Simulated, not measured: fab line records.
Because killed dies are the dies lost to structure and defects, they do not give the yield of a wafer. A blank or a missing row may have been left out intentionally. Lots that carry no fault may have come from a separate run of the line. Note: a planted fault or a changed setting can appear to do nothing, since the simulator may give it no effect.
One fault through the eyes of 2 desks || flow sky130 || what lay behind the numbers comes last; until then each desk has only its own

METROLOGY DESK
What the gauges read, lot by lot, whatever tool the lot ran on: means of the sampled wafers that have a number. Marked OUT: a lot whose mean sits more than 4 standard deviations from the usual mean, which makes it out of limits; the brackets give that distance.
Columns: A = CAP2M_OVL at SKY_CAP2M_OVL_MEAS_12, usual 0.3 nm; B = METAL4_OVL at SKY_METAL4_OVL_MEAS_14, usual -3 nm
{"lot": "L683", "first seen here": "day 40 22:28", "A": -1.4, "B": 5}
{"lot": "L684", "first seen here": "day 41 09:20", "A": 1.8, "B": -12}
{"lot": "L686", "first seen here": "day 42 01:55", "A": 1.3, "B": -3}
{"lot": "L685", "first seen here": "day 42 02:47", "A": 1.1, "B": -13}
{"lot": "L688", "first seen here": "day 42 04:22", "A": 1.8, "B": -3}
{"lot": "L689", "first seen here": "day 43 00:07", "A": 0.7, "B": -4}
{"lot": "L696", "first seen here": "day 44 14:52", "A": -1.5, "B": 1}
{"lot": "L698", "first seen here": "day 45 05:36", "A": 1.6, "B": -1}
{"lot": "L701", "first seen here": "day 46 00:44", "A": -1.5, "B": -3}
{"lot": "L704", "first seen here": "day 46 10:05", "A": 1.3, "B": -6}
{"lot": "L705", "first seen here": "day 46 12:44", "A": -0.4, "B": 4}
This desk's finding: nothing out of limits on any of the 11 lots.

FOR THE TOOL OWNER'S DESK: rie-metal-02
The tool's own readings at SKY_METAL4_ETCH_16 (etches BARC in N2/H2, stops on SiO2, time 88.2 s, target depth 60 nm): means of the sampled wafers that have a number, for each lot that ran on this tool. Marked OUT: a lot whose mean sits more than 4 standard deviations from the usual mean, which makes it out of limits; the brackets give that distance.
Columns: A = bias-w at SKY_METAL4_ETCH_16, usual 100.0 W; B = chamber-pressure-mTorr at SKY_METAL4_ETCH_16, usual 30.003 mTorr; C = drypump-motor-current-A at SKY_METAL4_ETCH_16, usual 5.5 A; D = oes-product-au at SKY_METAL4_ETCH_16, usual 0.626 a.u.; E = run-length-s at SKY_METAL4_ETCH_16, usual 116.8 s; F = throttle-valve-pct at SKY_METAL4_ETCH_16, usual 13.205 %
{"lot": "L684", "first seen here": "day 42 09:04", "A": 99.9, "B": 30.017, "C": 5.6, "D": 0.625, "E": 116.6, "F": 13.198}
{"lot": "L688", "first seen here": "day 43 04:46", "A": 100.3, "B": 29.993, "C": 5.6, "D": 0.623, "E": 116.6, "F": 13.206}
{"lot": "L696", "first seen here": "day 45 12:59", "A": 100.0, "B": 30.019, "C": 5.4, "D": "0.743 (+26) OUT", "E": "105.7 (-11) OUT", "F": 13.216}
{"lot": "L698", "first seen here": "day 46 03:10", "A": 100.0, "B": 30.058, "C": 5.5, "D": "0.802 (+39) OUT", "E": "96.3 (-20) OUT", "F": 13.216}
This desk finds L696, L698 out of limits, L696 being first, at day 45 12:59 (oes-product-au at SKY_METAL4_ETCH_16). L684, L688 stayed within limits.

BROUGHT TOGETHER
At day 45 12:59, on L696, L698, the tool owner's desk was in a position to raise an alarm.
Nothing out of limits was seen by the metrology desk.
The metrology desk holds a record of L696, L698, inside its limits.
On rie-metal-02, each named lot ran SKY_METAL4_ETCH_16.

WHAT THE SIMULATOR HAD INSERTED
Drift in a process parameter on rie-metal-02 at SKY_METAL4_ETCH_16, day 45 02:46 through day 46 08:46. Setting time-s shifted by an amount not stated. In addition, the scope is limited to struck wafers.
Shown lots that were struck: L696, L698.
Hours from the fault's start to each desk's first reading out of limits: the tool owner's desk, 10.
